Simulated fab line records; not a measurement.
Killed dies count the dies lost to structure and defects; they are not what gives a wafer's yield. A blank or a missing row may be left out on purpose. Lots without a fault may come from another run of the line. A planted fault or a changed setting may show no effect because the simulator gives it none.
Which tool was responsible? / flow sfqLine / Sampling: 15 lots, 43 wafers, 4 of 325 route steps

WHAT THE GAUGES READ, wafer by wafer
The record lacks any reading of a measuring or inspecting step that a usual standard deviation could be used to judge.

TOOL THAT RAN EACH LOT (tool first, then ch and the chambers of the sampled wafers, then the start)
lot=L492; SFQ_TRILAYER_R5_DEP_SPUTTER_134=pvdSputter-05, day 58 23:21; SFQ_TRILAYER_M6_ETCH_METAL_ETCH_162=rieMetal-04 ch 0,1, day 67 03:47; SFQ_TRILAYER_I6_DEP_PECVD_165=pecvd-03 ch 0,1,2, day 67 04:41; SFQ_TRILAYER_I6_VIA_BARC_OPEN_VIA_ETCH_235=rieDiel-04 ch 0,2,3, day 69 01:23
lot=L493; SFQ_TRILAYER_R5_DEP_SPUTTER_134=pvdSputter-03, day 59 00:22; SFQ_TRILAYER_M6_ETCH_METAL_ETCH_162=rieMetal-03 ch 0,1, day 67 10:38; SFQ_TRILAYER_I6_DEP_PECVD_165=pecvd-04 ch 0,2, day 67 11:32; SFQ_TRILAYER_I6_VIA_BARC_OPEN_VIA_ETCH_235=rieDiel-03 ch 1,2, day 69 04:59
lot=L494; SFQ_TRILAYER_R5_DEP_SPUTTER_134=pvdSputter-03, day 59 11:25; SFQ_TRILAYER_M6_ETCH_METAL_ETCH_162=rieMetal-03 ch 0,1, day 68 23:05; SFQ_TRILAYER_I6_DEP_PECVD_165=pecvd-02 ch 0,1,2, day 68 23:58; SFQ_TRILAYER_I6_VIA_BARC_OPEN_VIA_ETCH_235=rieDiel-03 ch 2,3, day 70 06:12
lot=L495; SFQ_TRILAYER_R5_DEP_SPUTTER_134=pvdSputter-05, day 59 15:22; SFQ_TRILAYER_M6_ETCH_METAL_ETCH_162=rieMetal-01 ch 0,1, day 69 02:39; SFQ_TRILAYER_I6_DEP_PECVD_165=pecvd-03 ch 0,1, day 69 03:33; SFQ_TRILAYER_I6_VIA_BARC_OPEN_VIA_ETCH_235=rieDiel-03 ch 0,3, day 70 08:36
lot=L496; SFQ_TRILAYER_R5_DEP_SPUTTER_134=pvdSputter-03, day 59 17:25; SFQ_TRILAYER_M6_ETCH_METAL_ETCH_162=rieMetal-01 ch 0,1, day 69 06:18; SFQ_TRILAYER_I6_DEP_PECVD_165=pecvd-02 ch 1,2, day 69 07:12; SFQ_TRILAYER_I6_VIA_BARC_OPEN_VIA_ETCH_235=rieDiel-03 ch 2,3, day 70 12:12
lot=L497; SFQ_TRILAYER_R5_DEP_SPUTTER_134=pvdSputter-05, day 59 18:22; SFQ_TRILAYER_M6_ETCH_METAL_ETCH_162=rieMetal-01 ch 0,1, day 69 07:30; SFQ_TRILAYER_I6_DEP_PECVD_165=pecvd-04 ch 1,2, day 69 08:22; SFQ_TRILAYER_I6_VIA_BARC_OPEN_VIA_ETCH_235=rieDiel-03 ch 2,3, day 70 17:00
lot=L498; SFQ_TRILAYER_R5_DEP_SPUTTER_134=pvdSputter-03, day 59 20:25; SFQ_TRILAYER_M6_ETCH_METAL_ETCH_162=rieMetal-03 ch 0,1, day 69 11:04; SFQ_TRILAYER_I6_DEP_PECVD_165=pecvd-04 ch 0,1,2, day 69 11:58; SFQ_TRILAYER_I6_VIA_BARC_OPEN_VIA_ETCH_235=rieDiel-03 ch 1,3, day 71 01:02
lot=L500; SFQ_TRILAYER_R5_DEP_SPUTTER_134=pvdSputter-05, day 60 05:25; SFQ_TRILAYER_M6_ETCH_METAL_ETCH_162=rieMetal-01 ch 0,1, day 69 20:42; SFQ_TRILAYER_I6_DEP_PECVD_165=pecvd-02 ch 0,1,2, day 69 21:36; SFQ_TRILAYER_I6_VIA_BARC_OPEN_VIA_ETCH_235=rieDiel-02 ch 2,3, day 71 11:50
lot=L502; SFQ_TRILAYER_R5_DEP_SPUTTER_134=pvdSputter-05, day 60 11:25; SFQ_TRILAYER_M6_ETCH_METAL_ETCH_162=rieMetal-01 ch 0,1, day 70 02:46; SFQ_TRILAYER_I6_DEP_PECVD_165=pecvd-02 ch 1,2, day 70 03:40; SFQ_TRILAYER_I6_VIA_BARC_OPEN_VIA_ETCH_235=rieDiel-04 ch 1,2, day 71 20:14
lot=L503; SFQ_TRILAYER_R5_DEP_SPUTTER_134=pvdSputter-05, day 61 21:35; SFQ_TRILAYER_M6_ETCH_METAL_ETCH_162=rieMetal-04 ch 0,1, day 71 15:30; SFQ_TRILAYER_I6_DEP_PECVD_165=pecvd-02 ch 0,2, day 71 16:24; SFQ_TRILAYER_I6_VIA_BARC_OPEN_VIA_ETCH_235=rieDiel-02 ch 1,2,3, day 72 23:38
lot=L508; SFQ_TRILAYER_R5_DEP_SPUTTER_134=pvdSputter-03, day 64 10:58; SFQ_TRILAYER_M6_ETCH_METAL_ETCH_162=rieMetal-01 ch 0,1, day 72 08:20; SFQ_TRILAYER_I6_DEP_PECVD_165=pecvd-03 ch 1,2, day 72 09:12; SFQ_TRILAYER_I6_VIA_BARC_OPEN_VIA_ETCH_235=rieDiel-04 ch 1,2, day 73 17:38
lot=L509; SFQ_TRILAYER_R5_DEP_SPUTTER_134=pvdSputter-05, day 64 16:58; SFQ_TRILAYER_M6_ETCH_METAL_ETCH_162=rieMetal-01 ch 1, day 72 11:42; SFQ_TRILAYER_I6_DEP_PECVD_165=pecvd-02 ch 0,1, day 72 12:36; SFQ_TRILAYER_I6_VIA_BARC_OPEN_VIA_ETCH_235=rieDiel-04 ch 1,2, day 74 00:50
lot=L511; SFQ_TRILAYER_R5_DEP_SPUTTER_134=pvdSputter-05, day 69 03:01; SFQ_TRILAYER_M6_ETCH_METAL_ETCH_162=rieMetal-01 ch 0,1, day 73 18:53; SFQ_TRILAYER_I6_DEP_PECVD_165=pecvd-02 ch 0,1, day 73 19:49; SFQ_TRILAYER_I6_VIA_BARC_OPEN_VIA_ETCH_235=rieDiel-03 ch 0,3, day 75 06:29
lot=L513; SFQ_TRILAYER_R5_DEP_SPUTTER_134=pvdSputter-04, day 69 13:54; SFQ_TRILAYER_M6_ETCH_METAL_ETCH_162=rieMetal-04 ch 0,1, day 74 05:41; SFQ_TRILAYER_I6_DEP_PECVD_165=pecvd-03 ch 0,1,2, day 74 06:35; SFQ_TRILAYER_I6_VIA_BARC_OPEN_VIA_ETCH_235=rieDiel-03 ch 1,3, day 75 16:05
lot=L514; SFQ_TRILAYER_R5_DEP_SPUTTER_134=pvdSputter-03, day 69 19:54; SFQ_TRILAYER_M6_ETCH_METAL_ETCH_162=rieMetal-04 ch 0,1, day 74 11:20; SFQ_TRILAYER_I6_DEP_PECVD_165=pecvd-02 ch 1,2, day 74 12:14; SFQ_TRILAYER_I6_VIA_BARC_OPEN_VIA_ETCH_235=rieDiel-04 ch 1,2,3, day 75 19:41
- SFQ_TRILAYER_R5_DEP_SPUTTER_134: material Ti, target thk 5 nm, time 5 s.
- SFQ_TRILAYER_M6_ETCH_METAL_ETCH_162: etches Nb in Cl2/Ar, stops on SiO2, target depth 240 nm, time 120 s.
- SFQ_TRILAYER_I6_DEP_PECVD_165: deposits SiO2 from SiH4/N2O, time 111.11 s, target thk 500 nm.
- SFQ_TRILAYER_I6_VIA_BARC_OPEN_VIA_ETCH_235: etches BARC in O2, target depth 125 nm, time 41.7 s.

WHAT THE TOOLS THEMSELVES READ (means of the sampled wafers that have a number; where no wafer has one, the mark that the record gives instead)
SFQ_TRILAYER_R5_DEP_SPUTTER_134.
lot=L492; tool=pvdSputter-05; throttleValvePct (%)=30.6
lot=L493; tool=pvdSputter-03; throttleValvePct (%)=31.5
lot=L494; tool=pvdSputter-03; throttleValvePct (%)=30.7
lot=L495; tool=pvdSputter-05; throttleValvePct (%)=30.2
lot=L496; tool=pvdSputter-03; throttleValvePct (%)=30.6
lot=L497; tool=pvdSputter-05; throttleValvePct (%)=29.5
lot=L498; tool=pvdSputter-03; throttleValvePct (%)=31.1
lot=L500; tool=pvdSputter-05; throttleValvePct (%)=30.2
lot=L502; tool=pvdSputter-05; throttleValvePct (%)=29.8
lot=L503; tool=pvdSputter-05; throttleValvePct (%)=30.4
lot=L508; tool=pvdSputter-03; throttleValvePct (%)=31.5
lot=L509; tool=pvdSputter-05; throttleValvePct (%)=30.8
lot=L511; tool=pvdSputter-05; throttleValvePct (%)=30.7
lot=L513; tool=pvdSputter-04; throttleValvePct (%)=30.8
lot=L514; tool=pvdSputter-03; throttleValvePct (%)=30.4

SFQ_TRILAYER_M6_ETCH_METAL_ETCH_162.
lot=L492; tool=rieMetal-04; biasW (W)=80.01; drypumpMotorCurrentA (A)=5.2; oesProductAu (a.u.)=0.896; runLengthS (s)=148.7
lot=L493; tool=rieMetal-03; biasW (W)=79.86; drypumpMotorCurrentA (A)=5.4; oesProductAu (a.u.)=0.889; runLengthS (s)=148.5
lot=L494; tool=rieMetal-03; biasW (W)=80.19; drypumpMotorCurrentA (A)=5.3; oesProductAu (a.u.)=0.892; runLengthS (s)=148.6
lot=L495; tool=rieMetal-01; biasW (W)=80.11; drypumpMotorCurrentA (A)=5.9; oesProductAu (a.u.)=0.895; runLengthS (s)=147.7
lot=L496; tool=rieMetal-01; biasW (W)=80.17; drypumpMotorCurrentA (A)=5.9; oesProductAu (a.u.)=0.894; runLengthS (s)=147.8
lot=L497; tool=rieMetal-01; biasW (W)=80.06; drypumpMotorCurrentA (A)=5.7; oesProductAu (a.u.)=0.894; runLengthS (s)=147.9
lot=L498; tool=rieMetal-03; biasW (W)=80.23; drypumpMotorCurrentA (A)=5.6; oesProductAu (a.u.)=0.892; runLengthS (s)=148.4
lot=L500; tool=rieMetal-01; biasW (W)=80.10; drypumpMotorCurrentA (A)=5.7; oesProductAu (a.u.)=0.897; runLengthS (s)=148.1
lot=L502; tool=rieMetal-01; biasW (W)=80.17; drypumpMotorCurrentA (A)=5.7; oesProductAu (a.u.)=0.894; runLengthS (s)=148.0
lot=L503; tool=rieMetal-04; biasW (W)=80.11; drypumpMotorCurrentA (A)=5.1; oesProductAu (a.u.)=0.891; runLengthS (s)=148.7
lot=L508; tool=rieMetal-01; biasW (W)=80.17; drypumpMotorCurrentA (A)=5.9; oesProductAu (a.u.)=0.928; runLengthS (s)=136.4
lot=L509; tool=rieMetal-01; biasW (W)=80.21; drypumpMotorCurrentA (A)=5.5; oesProductAu (a.u.)=0.954; runLengthS (s)=131.3
lot=L511; tool=rieMetal-01; biasW (W)=80.31; drypumpMotorCurrentA (A)=5.8; oesProductAu (a.u.)=0.938; runLengthS (s)=131.0
lot=L513; tool=rieMetal-04; biasW (W)=79.71; drypumpMotorCurrentA (A)=5.2; oesProductAu (a.u.)=0.898; runLengthS (s)=148.5
lot=L514; tool=rieMetal-04; biasW (W)=80.08; drypumpMotorCurrentA (A)=5.2; oesProductAu (a.u.)=0.892; runLengthS (s)=148.8

SFQ_TRILAYER_I6_DEP_PECVD_165.
lot=L492; tool=pecvd-03; heaterPowerW (W)=72; throttleValvePct (%)=26.3
lot=L493; tool=pecvd-04; heaterPowerW (W)=98; throttleValvePct (%)=25.0
lot=L494; tool=pecvd-02; heaterPowerW (W)=90; throttleValvePct (%)=26.1
lot=L495; tool=pecvd-03; heaterPowerW (W)=87; throttleValvePct (%)=26.1
lot=L496; tool=pecvd-02; heaterPowerW (W)=82; throttleValvePct (%)=26.5
lot=L497; tool=pecvd-04; heaterPowerW (W)=90; throttleValvePct (%)=24.9
lot=L498; tool=pecvd-04; heaterPowerW (W)=97; throttleValvePct (%)=25.0
lot=L500; tool=pecvd-02; heaterPowerW (W)=91; throttleValvePct (%)=26.2
lot=L502; tool=pecvd-02; heaterPowerW (W)=82; throttleValvePct (%)=26.4
lot=L503; tool=pecvd-02; heaterPowerW (W)=97; throttleValvePct (%)=25.9
lot=L508; tool=pecvd-03; heaterPowerW (W)=72; throttleValvePct (%)=24.0
lot=L509; tool=pecvd-02; heaterPowerW (W)=95; throttleValvePct (%)=26.7
lot=L511; tool=pecvd-02; heaterPowerW (W)=83; throttleValvePct (%)=26.5
lot=L513; tool=pecvd-03; heaterPowerW (W)=78; throttleValvePct (%)=23.6
lot=L514; tool=pecvd-02; heaterPowerW (W)=77; throttleValvePct (%)=26.4

SFQ_TRILAYER_I6_VIA_BARC_OPEN_VIA_ETCH_235.
lot=L492; tool=rieDiel-04; biasW (W)=80.22; drypumpMotorCurrentA (A)=5.8; oesProductAu (a.u.)=0.687; runLengthS (s)=69.8
lot=L493; tool=rieDiel-03; biasW (W)=80.11; drypumpMotorCurrentA (A)=6.5; oesProductAu (a.u.)=0.686; runLengthS (s)=70.0
lot=L494; tool=rieDiel-03; biasW (W)=80.19; drypumpMotorCurrentA (A)=6.1; oesProductAu (a.u.)=0.683; runLengthS (s)=69.7
lot=L495; tool=rieDiel-03; biasW (W)=80.18; drypumpMotorCurrentA (A)=5.2; oesProductAu (a.u.)=0.684; runLengthS (s)=69.9
lot=L496; tool=rieDiel-03; biasW (W)=79.81; drypumpMotorCurrentA (A)=5.6; oesProductAu (a.u.)=0.683; runLengthS (s)=69.9
lot=L497; tool=rieDiel-03; biasW (W)=80.05; drypumpMotorCurrentA (A)=5.7; oesProductAu (a.u.)=0.686; runLengthS (s)=69.7
lot=L498; tool=rieDiel-03; biasW (W)=79.82; drypumpMotorCurrentA (A)=6.1; oesProductAu (a.u.)=0.685; runLengthS (s)=69.8
lot=L500; tool=rieDiel-02; biasW (W)=79.86; drypumpMotorCurrentA (A)=5.7; oesProductAu (a.u.)=0.681; runLengthS (s)=69.9
lot=L502; tool=rieDiel-04; biasW (W)=79.99; drypumpMotorCurrentA (A)=6.1; oesProductAu (a.u.)=0.687; runLengthS (s)=69.9
lot=L503; tool=rieDiel-02; biasW (W)=80.13; drypumpMotorCurrentA (A)=5.4; oesProductAu (a.u.)=0.681; runLengthS (s)=70.2
lot=L508; tool=rieDiel-04; biasW (W)=79.93; drypumpMotorCurrentA (A)=6.1; oesProductAu (a.u.)=0.683; runLengthS (s)=69.9
lot=L509; tool=rieDiel-04; biasW (W)=79.92; drypumpMotorCurrentA (A)=5.9; oesProductAu (a.u.)=0.688; runLengthS (s)=69.9
lot=L511; tool=rieDiel-03; biasW (W)=80.00; drypumpMotorCurrentA (A)=5.2; oesProductAu (a.u.)=0.689; runLengthS (s)=69.8
lot=L513; tool=rieDiel-03; biasW (W)=79.87; drypumpMotorCurrentA (A)=5.6; oesProductAu (a.u.)=0.684; runLengthS (s)=69.8
lot=L514; tool=rieDiel-04; biasW (W)=79.95; drypumpMotorCurrentA (A)=6.1; oesProductAu (a.u.)=0.686; runLengthS (s)=69.6

THE ANSWER, worked out from the rows above alone
Rule: the lots themselves supply what counts as usual. The widest of any qualifying gaps counts: lots, ordered by their means at a reading, are off when they make up no more than a third of the lots, leave a main group of 4 or more, and stand apart from it by 3 or more times the standard deviation of that group's means. A main group is skipped when, at the precision printed for the reading in the tables above, its means are all equal. A lot without any number at a reading at which 4 lots or more have one is off too. Any other lot the step has rows for is counted as sound. The gauges are gone through in route order, then the tools' own readings, and for those a lot's mean is taken as printed above. At the first step where some lot is off, the reading lying furthest off is the one used; lots without a number count as furthest.
Off at SFQ_TRILAYER_M6_ETCH_METAL_ETCH_162 (runLengthS): L508, L509, L511. The main group has a mean of 148.3 s with a standard deviation of 0.37.
A tool fits if, at that step or a process step before it, it ran every lot that is off, and no sound lot after the first of them. One candidate fits, namely rieMetal-01 at SFQ_TRILAYER_M6_ETCH_METAL_ETCH_162. Its last sound lot is L502 (day 70 02:46), its first lot that is off L508 (day 72 08:20): a fault that began between those two fits.
The tool's own readings at SFQ_TRILAYER_M6_ETCH_METAL_ETCH_162 bear it out: on the lots that are off they differ by more than 5 times the standard deviation of the sound lots' means. oesProductAu reads 0.940 a.u. there against 0.894 a.u. on the sound lots; runLengthS reads 132.9 s there against 148.3 s on the sound lots.

WHAT WAS PUT IN BY THE SIMULATOR
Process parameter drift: rieMetal-01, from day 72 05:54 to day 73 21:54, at SFQ_TRILAYER_M6_ETCH_METAL_ETCH_162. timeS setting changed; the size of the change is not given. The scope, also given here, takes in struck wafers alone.
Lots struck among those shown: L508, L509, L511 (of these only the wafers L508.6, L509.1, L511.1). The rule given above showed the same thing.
